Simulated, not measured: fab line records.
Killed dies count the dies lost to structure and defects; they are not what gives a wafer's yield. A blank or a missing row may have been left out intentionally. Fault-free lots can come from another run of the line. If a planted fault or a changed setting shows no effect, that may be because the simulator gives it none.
Which tool is to blame? | flow gf180mcu | 72 wafers from 24 lots sampled at 6 of the route's 602 steps

== WHAT EACH GAUGE READ, for each wafer ==
GF_MVPSD_OVL_MEAS_07.
lot  | measured     | on         | MVPSD_OVL (nm)
L074 | day 5 00:20  | overlay-02 | -0.2 0.9 2.3
L075 | day 5 06:43  | overlay-02 | 1.2 2.6 2.7
L076 | day 5 13:22  | overlay-02 | 0.4 1.4 -0.2
L077 | day 5 15:48  | overlay-01 | -0.1 -0.6 -0.5
L078 | day 6 03:29  | overlay-02 | 1.6 1.6 -0.7
L079 | day 6 05:29  | overlay-01 | 0.5 0.9 1.3
L080 | day 6 11:08  | overlay-01 | 1.4 0.4 2.4
L081 | day 6 17:15  | overlay-02 | 1.3 0.6 1.3
L082 | day 6 23:41  | overlay-02 | 0.7 1.0 1.9
L084 | day 7 07:03  | overlay-02 | 0.2 0.4 1.4
L083 | day 7 08:12  | overlay-02 | 2.9 2.4 1.9
L085 | day 7 13:38  | overlay-02 | -0.5 -1.8 -2.5
L086 | day 7 21:41  | overlay-02 | 0.8 1.5 -0.5
L087 | day 8 03:17  | overlay-02 | 4.0 1.7 2.2
L088 | day 8 08:32  | overlay-02 | 1.8 3.7 3.4
L089 | day 8 13:03  | overlay-02 | -2.2 -1.8 0.2
L090 | day 8 19:59  | overlay-02 | -1.1 -0.8 -0.2
L091 | day 9 05:54  | overlay-02 | 1.0 0.8 0.0
L092 | day 9 13:41  | overlay-02 | 1.8 1.1 -1.2
L093 | day 9 19:16  | overlay-01 | 2.5 3.5 1.5
L094 | day 10 06:23 | overlay-01 | 0.8 0.4 -0.1
L096 | day 10 16:47 | overlay-01 | -0.1 0.2 0.2
L095 | day 10 19:02 | overlay-01 | 1.1 -0.4 -0.9
L097 | day 11 00:29 | overlay-02 | 1.4 1.2 -0.1

GF_V5_THK_MEAS_25: measures by xrf.
lot  | measured     | on            | V5_W_THK (nm)
L074 | day 27 08:20 | film metro-02 | 358 359 356
L075 | day 27 16:40 | film metro-01 | 347 351 351
L076 | day 28 02:47 | film metro-01 | 357 354 353
L077 | day 28 01:54 | film metro-04 | 370 366 362
L078 | day 28 17:55 | film metro-02 | 354 359 360
L079 | day 28 18:16 | film metro-01 | 351 353 351
L080 | day 29 00:58 | film metro-01 | 354 349 350
L081 | day 29 04:08 | film metro-04 | 368 368 365
L082 | day 29 16:01 | film metro-01 | 348 343 347
L084 | day 30 06:42 | film metro-04 | 359 359 360
L083 | day 30 02:50 | film metro-02 | 361 359 360
L085 | day 30 09:19 | film metro-02 | 359 357 355
L086 | day 30 20:34 | film metro-01 | 345 351 347
L087 | day 31 03:13 | film metro-01 | 351 350 350
L088 | day 31 06:13 | film metro-02 | 359 355 363
L089 | day 31 12:23 | film metro-02 | 363 358 359
L090 | day 31 15:35 | film metro-02 | 362 363 358
L091 | day 32 03:51 | film metro-04 | 364 363 356
L092 | day 32 10:03 | film metro-01 | 347 344 344
L093 | day 32 16:13 | film metro-02 | 359 354 358
L094 | day 33 03:45 | film metro-01 | 351 352 352
L096 | day 33 11:26 | film metro-01 | 358 353 352
L095 | day 33 12:26 | film metro-02 | 348 345 351
L097 | day 33 19:44 | film metro-01 | 351 352 353

== WHICH TOOL RAN EACH LOT (tool, then ch and the chambers of the sampled wafers, then the start) ==
lot  | GF_V1_ETCH_16                      | GF_V1_CMP_26                  | GF_MIM_SPUTTER_04            | GF_V5_CVD_23
L074 | rie diel-03 ch 1,2,3, day 18 07:11 | cmp-01 ch 1,2, day 18 08:17   | pvd sputter-01, day 24 13:53 | cvd w-01 ch 1, day 27 08:06
L075 | rie diel-02 ch 2,3, day 18 14:59   | cmp-01 ch 1,2,3, day 18 16:09 | pvd sputter-04, day 24 21:00 | cvd w-01 ch 0,1, day 27 16:25
L076 | rie diel-02 ch 1,3, day 19 02:11   | cmp-01 ch 0,2,3, day 19 03:22 | pvd sputter-04, day 25 07:47 | cvd w-02 ch 0,1, day 28 02:33
L077 | rie diel-04 ch 0,3, day 19 01:32   | cmp-01 ch 1,2,3, day 19 02:35 | pvd sputter-01, day 25 07:27 | cvd w-02 ch 0,1, day 28 01:40
L078 | rie diel-03 ch 0,1,3, day 19 20:14 | cmp-02 ch 0,1,3, day 19 21:20 | pvd sputter-02, day 26 00:24 | cvd w-02 ch 0, day 28 17:40
L079 | rie diel-02 ch 1,2, day 19 22:02   | cmp-01 ch 1,2, day 19 23:08   | pvd sputter-02, day 26 00:43 | cvd w-01 ch 0,1, day 28 18:01
L080 | rie diel-04 ch 0,1,3, day 20 06:35 | cmp-01 ch 2,3, day 20 07:40   | pvd sputter-02, day 26 08:29 | cvd w-02 ch 0,1, day 29 00:43
L081 | rie diel-03 ch 2,3, day 20 12:35   | cmp-02 ch 1,2,3, day 20 13:49 | pvd sputter-01, day 26 12:11 | cvd w-01 ch 0,1, day 29 03:55
L082 | rie diel-04 ch 0,1,2, day 20 23:26 | cmp-01 ch 2,3, day 21 00:29   | pvd sputter-02, day 27 00:53 | cvd w-01 ch 0,1, day 29 15:47
L084 | rie diel-04 ch 0,2,3, day 21 17:35 | cmp-01 ch 0,1,3, day 21 18:44 | pvd sputter-02, day 27 17:30 | cvd w-02 ch 0,1, day 30 06:28
L083 | rie diel-02 ch 0,1,3, day 21 15:08 | cmp-02 ch 0,2,3, day 21 16:13 | pvd sputter-01, day 27 13:49 | cvd w-01 ch 0,1, day 30 02:37
L085 | rie diel-03 ch 1,2,3, day 21 20:02 | cmp-01 ch 0,2,3, day 21 21:17 | pvd sputter-02, day 27 19:32 | cvd w-02 ch 0,1, day 30 09:05
L086 | rie diel-04 ch 2,3, day 22 10:53   | cmp-01 ch 0,2,3, day 22 11:56 | pvd sputter-01, day 28 09:01 | cvd w-01 ch 0,1, day 30 20:19
L087 | rie diel-02 ch 0,2,3, day 22 20:20 | cmp-02 ch 0,2,3, day 22 21:23 | pvd sputter-01, day 28 15:47 | cvd w-02 ch 1, day 31 02:59
L088 | rie diel-03 ch 0,2,3, day 23 01:08 | cmp-02 ch 0,1,3, day 23 02:11 | pvd sputter-04, day 28 20:13 | cvd w-02 ch 0,1, day 31 05:58
L089 | rie diel-02 ch 0,2,3, day 23 08:41 | cmp-01 ch 1,2,3, day 23 09:44 | pvd sputter-01, day 29 02:39 | cvd w-01 ch 0,1, day 31 12:10
L090 | rie diel-02 ch 1,2, day 23 14:17   | cmp-02 ch 1,2,3, day 23 15:29 | pvd sputter-04, day 29 06:35 | cvd w-01 ch 0,1, day 31 15:22
L091 | rie diel-04 ch 0,2,3, day 24 05:08 | cmp-01 ch 0,1,2, day 24 06:11 | pvd sputter-04, day 29 20:01 | cvd w-01 ch 0,1, day 32 03:37
L092 | rie diel-04 ch 1,2,3, day 24 14:47 | cmp-02 ch 1,2,3, day 24 15:56 | pvd sputter-01, day 30 03:48 | cvd w-02 ch 0,1, day 32 09:49
L093 | rie diel-03 ch 0,1,3, day 24 19:53 | cmp-01 ch 0,1,2, day 24 20:57 | pvd sputter-04, day 30 09:07 | cvd w-02 ch 0,1, day 32 15:58
L094 | rie diel-02 ch 0,1,3, day 25 13:08 | cmp-01 ch 0,1,2, day 25 14:11 | pvd sputter-02, day 30 22:20 | cvd w-02 ch 0,1, day 33 03:31
L096 | rie diel-04 ch 0,2,3, day 25 23:35 | cmp-01 ch 0,2,3, day 26 00:41 | pvd sputter-02, day 31 07:12 | cvd w-02 ch 0,1, day 33 11:12
L095 | rie diel-02 ch 0,1,3, day 26 02:35 | cmp-01 ch 0,1,3, day 26 03:46 | pvd sputter-04, day 31 09:11 | cvd w-01 ch 0,1, day 33 12:12
L097 | rie diel-04 ch 0,2, day 26 06:59   | cmp-02 ch 0,1, day 26 08:13   | pvd sputter-01, day 31 14:53 | cvd w-01 ch 0,1, day 33 19:29
- GF_V1_ETCH_16: etches BARC in N2/H2.
- GF_V1_CMP_26: polishes, stops on SiO2, t overpolish 15 s, target thk 0 nm.
- GF_MIM_SPUTTER_04: material TiN, target thk 50 nm, time 41.7 s.
- GF_V5_CVD_23: deposits W, target thk 350 nm, time 104.9 s.

== AS READ BY THE TOOLS THEMSELVES (means over the sampled wafers that have a number; for cases with no such wafer, the mark the record gives instead) ==
GF_V1_ETCH_16.
lot  | tool        | drypump motor current A (A) | oes product au (a.u.) | throttle valve pct (%)
L074 | rie diel-03 | 6.0                         | 0.854                 | 13.234
L075 | rie diel-02 | 5.6                         | 0.856                 | 13.224
L076 | rie diel-02 | 5.3                         | 0.855                 | 13.220
L077 | rie diel-04 | 5.6                         | 0.856                 | 13.219
L078 | rie diel-03 | 6.1                         | 0.853                 | 13.225
L079 | rie diel-02 | 5.6                         | 0.853                 | 13.228
L080 | rie diel-04 | 5.4                         | 0.860                 | 13.229
L081 | rie diel-03 | 6.2                         | 0.856                 | 13.222
L082 | rie diel-04 | 5.3                         | 0.849                 | 13.219
L084 | rie diel-04 | 5.6                         | 0.856                 | 13.220
L083 | rie diel-02 | 5.5                         | 0.856                 | 13.211
L085 | rie diel-03 | 6.0                         | 0.853                 | 13.220
L086 | rie diel-04 | 5.3                         | 0.855                 | 13.214
L087 | rie diel-02 | 5.6                         | 0.853                 | 13.228
L088 | rie diel-03 | 6.1                         | 0.855                 | 13.226
L089 | rie diel-02 | 5.6                         | 0.855                 | 13.227
L090 | rie diel-02 | 5.8                         | 0.856                 | 13.223
L091 | rie diel-04 | 5.6                         | 0.851                 | 13.224
L092 | rie diel-04 | 5.2                         | 0.857                 | 13.224
L093 | rie diel-03 | 6.0                         | 0.864                 | 13.226
L094 | rie diel-02 | 5.5                         | 0.855                 | 13.235
L096 | rie diel-04 | 5.5                         | 0.856                 | 13.225
L095 | rie diel-02 | 5.5                         | 0.853                 | 13.217
L097 | rie diel-04 | 5.7                         | 0.856                 | 13.224

GF_V1_CMP_26.
lot  | tool   | motor current A (A) | overpolish run s (s) | retaining ring pressure frac | time to endpoint s (s)
L074 | cmp-01 | 9.9                 | 14.997               | 1.003                        | 87.7
L075 | cmp-01 | 9.6                 | 15.000               | 1.000                        | 86.6
L076 | cmp-01 | 9.0                 | 14.992               | 1.000                        | 91.5
L077 | cmp-01 | 9.1                 | 14.996               | 0.998                        | 90.7
L078 | cmp-02 | 10.1                | 14.999               | 1.003                        | 83.6
L079 | cmp-01 | 9.6                 | 14.997               | 1.003                        | 91.1
L080 | cmp-01 | 8.5                 | 15.004               | 1.004                        | 87.6
L081 | cmp-02 | 10.2                | 14.996               | 0.998                        | 85.7
L082 | cmp-01 | 8.6                 | 15.004               | 1.001                        | 90.2
L084 | cmp-01 | 10.1                | 14.995               | 0.993                        | 86.4
L083 | cmp-02 | 10.3                | 15.006               | 1.001                        | 86.0
L085 | cmp-01 | 8.9                 | 14.996               | 0.996                        | 87.5
L086 | cmp-01 | 9.1                 | 15.001               | 0.998                        | 83.6
L087 | cmp-02 | 10.1                | 15.005               | 1.001                        | 84.0
L088 | cmp-02 | 10.0                | 15.007               | 0.997                        | 84.0
L089 | cmp-01 | 9.2                 | 14.996               | 0.999                        | 86.1
L090 | cmp-02 | 10.3                | 14.999               | 0.999                        | 84.7
L091 | cmp-01 | 10.0                | 14.996               | 0.998                        | 85.7
L092 | cmp-02 | 10.5                | 14.990               | 1.004                        | 86.1
L093 | cmp-01 | 10.0                | 15.003               | 0.999                        | 87.3
L094 | cmp-01 | 10.0                | 14.997               | 1.005                        | 86.4
L096 | cmp-01 | 8.9                 | 15.008               | 0.999                        | 87.9
L095 | cmp-01 | 9.8                 | 14.994               | 1.003                        | 86.7
L097 | cmp-02 | 9.9                 | 14.991               | 1.000                        | 82.8

GF_MIM_SPUTTER_04.
lot  | tool           | throttle valve pct (%)
L074 | pvd sputter-01 | 30.0
L075 | pvd sputter-04 | 29.1
L076 | pvd sputter-04 | 28.8
L077 | pvd sputter-01 | 30.7
L078 | pvd sputter-02 | 30.2
L079 | pvd sputter-02 | 30.2
L080 | pvd sputter-02 | 30.8
L081 | pvd sputter-01 | 28.0
L082 | pvd sputter-02 | 29.9
L084 | pvd sputter-02 | 30.4
L083 | pvd sputter-01 | 30.9
L085 | pvd sputter-02 | 30.1
L086 | pvd sputter-01 | 30.7
L087 | pvd sputter-01 | 28.6
L088 | pvd sputter-04 | 29.0
L089 | pvd sputter-01 | 30.9
L090 | pvd sputter-04 | 29.0
L091 | pvd sputter-04 | 29.1
L092 | pvd sputter-01 | 31.5
L093 | pvd sputter-04 | 29.8
L094 | pvd sputter-02 | 30.9
L096 | pvd sputter-02 | 30.3
L095 | pvd sputter-04 | 29.4
L097 | pvd sputter-01 | 31.3

GF_V5_CVD_23.
lot  | tool     | heater power w (W)
L074 | cvd w-01 | 747
L075 | cvd w-01 | 820
L076 | cvd w-02 | 742
L077 | cvd w-02 | 748
L078 | cvd w-02 | 727
L079 | cvd w-01 | 879
L080 | cvd w-02 | 779
L081 | cvd w-01 | 881
L082 | cvd w-01 | 883
L084 | cvd w-02 | 754
L083 | cvd w-01 | 879
L085 | cvd w-02 | 755
L086 | cvd w-01 | 827
L087 | cvd w-02 | 824
L088 | cvd w-02 | 764
L089 | cvd w-01 | 817
L090 | cvd w-01 | 888
L091 | cvd w-01 | 882
L092 | cvd w-02 | 785
L093 | cvd w-02 | 794
L094 | cvd w-02 | 793
L096 | cvd w-02 | 793
L095 | cvd w-01 | 887
L097 | cvd w-01 | 896

== THE ANSWER, worked out from the rows above alone ==
Rule: what is usual is taken from the lots themselves. Put in order of their means at a reading, lots are off if they are a third of the lots or fewer, leave a main group of 4 or more, and stand apart from it by a gap of 3 or more times the standard deviation of the main group's means; of several such gaps the widest counts. A main group whose means are all the same, to the digits that the tables above print for the reading, isn't used. Also off: a lot with no number at a reading for which 4 or more lots have one. Any other lot the step has rows for is counted as sound. After the gauges, taken in route order, come the tools' own readings; for these a lot's mean is taken, as printed above. The first step at which some lot is off is used, and at that step the reading that is off furthest; a lot without a number counts as furthest.
Across all readings shown, no lot is off: no conclusion can be drawn from this.

== WHAT WAS PUT IN BY THE SIMULATOR ==
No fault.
